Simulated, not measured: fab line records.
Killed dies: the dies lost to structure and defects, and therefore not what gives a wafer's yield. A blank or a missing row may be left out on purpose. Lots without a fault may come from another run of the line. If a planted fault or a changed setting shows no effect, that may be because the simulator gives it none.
Chamber matching    flow sky130    SKY_VIA2_ETCH_15 on rie diel-01: 4 sister chambers
The step etches SiO2 in C4F8/O2/Ar, stops on TiN, target depth 546 nm, time 84 s. 18 wafers are shown with their chamber, then 9 later ones without.

## EACH WAFER AND ITS CHAMBER
wafer   chamber  oes product au (a.u.)
L077.2  3        0.943
L077.4  0        0.939
L077.5  2        0.939
L079.2  3        0.934
L079.3  2        0.945
L079.5  2        0.948
L086.1  3        0.942
L086.3  0        0.942
L086.4  2        0.948
L088.1  1        0.944
L088.4  2        0.936
L088.6  2        0.947
L090.1  0        0.935
L090.2  3        0.941
L090.3  2        0.941
L090.4  1        0.944
L090.5  0        0.945
L090.6  1        0.938

SIGNATURES (means of the wafers above)
reading         chamber 0  chamber 1  chamber 2  chamber 3  scatter within a chamber
oes product au  0.94025    0.94200    0.94343    0.94000    0.00436
Rule: distance of a wafer from a chamber = root of the sum over the readings of ((wafer's reading minus chamber's mean) / reading's scatter) squared. If the next closest chamber is less than 2 further off than the closest, the wafer can't be placed; otherwise it belongs to the closest. How the scatter is found: for the shown wafers, subtract from each reading the mean of its chamber, square and add these, divide the total by (wafers less chambers), then take the root.

## WAFERS WITHOUT THEIR CHAMBER
wafer   oes product au (a.u.)
L093.1  0.939
L093.2  0.933
L093.3  0.943
L094.2  0.938
L094.3  0.943
L094.4  0.946
L096.2  0.938
L096.3  0.940
L096.5  0.939

## WHICH CHAMBER EACH ONE RAN IN
wafer   from the rows above                in truth
L093.1  can't be placed: 3 or 0 or 1 or 2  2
L093.2  can't be placed: 3 or 0 or 1 or 2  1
L093.3  can't be placed: 2 or 1 or 0 or 3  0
L094.2  can't be placed: 3 or 0 or 1 or 2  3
L094.3  can't be placed: 2 or 1 or 0 or 3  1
L094.4  can't be placed: 2 or 1 or 0 or 3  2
L096.2  can't be placed: 3 or 0 or 1 or 2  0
L096.3  can't be placed: 3 or 0 or 1 or 2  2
L096.5  can't be placed: 3 or 0 or 1 or 2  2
Placed correctly: 0 of 9. Unplaceable from these rows: 9, with the true chamber sitting among the candidates in 9. Placed wrongly: 0.
